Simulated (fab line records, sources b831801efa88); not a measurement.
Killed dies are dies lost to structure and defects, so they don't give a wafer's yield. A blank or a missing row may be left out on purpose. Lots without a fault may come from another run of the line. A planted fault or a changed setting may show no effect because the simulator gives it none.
Chamber matching | flow sky130 | SKY_LI_CONTACT_CMP_24 on cmp-01: 4 sister chambers
The step polishes, stops on PSG, t overpolish 20 s, target thk 0 nm. 8 wafers are shown with their chamber, then 9 later ones without.

WAFERS WITH THEIR CHAMBER
wafer  | chamber | motor_current_A (A) | time_to_endpoint_s (s)
L087.4 | 1       | 9.6                 | 97
L087.6 | 0       | 11.3                | 97
L089.1 | 1       | 10.8                | 97
L089.2 | 2       | 11.7                | 97
L089.3 | 3       | 9.5                 | 104
L091.1 | 0       | 11.4                | 99
L091.3 | 3       | 9.1                 | 105
L091.4 | 2       | 12.2                | 97

WAFERS WITHOUT THEIR CHAMBER
wafer  | motor_current_A (A) | time_to_endpoint_s (s)
L092.1 | 9.6                 | 101
L092.4 | 10.3                | 100
L092.6 | 12.0                | 100
L093.1 | 9.9                 | 102
L093.2 | 11.2                | 97
L093.4 | 9.7                 | 98
L094.2 | 11.1                | 102
L094.3 | 10.3                | 99
L094.4 | 12.1                | 98

WHICH CHAMBER EACH WENT THROUGH
wafer  | from the rows above               | in truth
L092.1 | can't be placed: 3 or 1 or 0      | 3
L092.4 | can't be placed: 0 or 1 or 2      | 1
L092.6 | can't be placed: 0 or 2           | 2
L093.1 | 3                                 | 3
L093.2 | can't be placed: 0 or 2 or 1      | 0
L093.4 | can't be placed: 1 or 0           | 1
L094.2 | can't be placed: 3 or 0 or 2 or 1 | 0
L094.3 | can't be placed: 0 or 1 or 2      | 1
L094.4 | can't be placed: 2 or 0           | 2
Placed correctly: 1 of 9. Can't be placed from these rows: 8 (the true chamber is among the candidates in 8). Placed wrongly: 0.
How it was worked out, from the rows above alone: a wafer's distance from a chamber is the root of the sum, over the readings, of the square of ((its reading less the chamber's mean) divided by the reading's scatter). The wafer belongs to the nearest chamber; if the next one is less than 2 further off, it can't be placed. A chamber's mean is the mean of its shown wafers. The scatter: the root of (the sum of the squares of (reading less its chamber's mean) over the shown wafers, divided by (wafers less chambers)).
